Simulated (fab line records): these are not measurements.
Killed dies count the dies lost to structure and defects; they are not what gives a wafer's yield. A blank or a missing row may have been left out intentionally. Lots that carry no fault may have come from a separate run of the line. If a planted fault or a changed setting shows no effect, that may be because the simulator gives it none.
Matching of chambers ; flow gf180mcu ; GF_V3_CMP_04 on cmp-02 has 4 sister chambers
The step polishes SiO2. 16 wafers are shown with their chamber, then 8 later ones without.

WAFERS WITH THEIR CHAMBER
wafer;chamber;motor_current_A (A);time_to_endpoint_s (s)
L205.2;2;13.9;71
L205.5;0;11.4;85
L205.6;1;11.7;81
L208.2;3;12.2;83
L208.4;1;11.6;87
L208.5;1;11.4;84
L209.4;1;11.8;87
L209.5;3;11.7;86
L209.6;0;10.8;88
L212.1;1;11.2;74
L212.4;2;12.6;82
L212.6;0;10.8;81
L214.1;2;13.3;81
L214.2;3;11.2;84
L214.6;1;11.6;81
L223.2;2;12.7;81

SIGNATURES (averages over the wafers above)
reading;chamber 0;chamber 1;chamber 2;chamber 3;scatter within a chamber
motor_current_A;11.000;11.550;13.125;11.700;0.415
time_to_endpoint_s;84.67;82.33;78.75;84.33;4.37
Rule: for each reading, subtract the chamber's mean from the wafer's reading, divide by that reading's scatter and square the result; add these up over the readings and take the root, which gives the wafer's distance from the chamber. The wafer belongs to the nearest chamber; if the next one is less than 2 further off, it can't be placed. The scatter: take each reading less its chamber's mean, square it, sum over the shown wafers, divide by the number of wafers less the number of chambers, and take the root.

WAFERS WITH NO CHAMBER GIVEN
wafer;motor_current_A (A);time_to_endpoint_s (s)
L223.4;11.5;79
L223.5;12.6;80
L225.1;10.5;83
L225.4;13.6;90
L225.6;12.0;90
L226.2;11.4;74
L226.4;11.3;82
L226.6;11.0;83

THE CHAMBER EACH PASSED THROUGH
wafer;from the rows above;in truth
L223.4;can't be placed: 1 or 3 or 0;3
L223.5;can't be placed: 2 or 3 or 1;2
L225.1;can't be placed: 0 or 1 or 3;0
L225.4;can't be placed: 2 or 3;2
L225.6;can't be placed: 3 or 1 or 0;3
L226.2;can't be placed: 1 or 3 or 0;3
L226.4;can't be placed: 1 or 0 or 3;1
L226.6;can't be placed: 0 or 1 or 3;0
Correctly placed: 0 of 8. These rows do not allow placing 8 (true chamber among the candidates in 8). 0 placed wrongly.
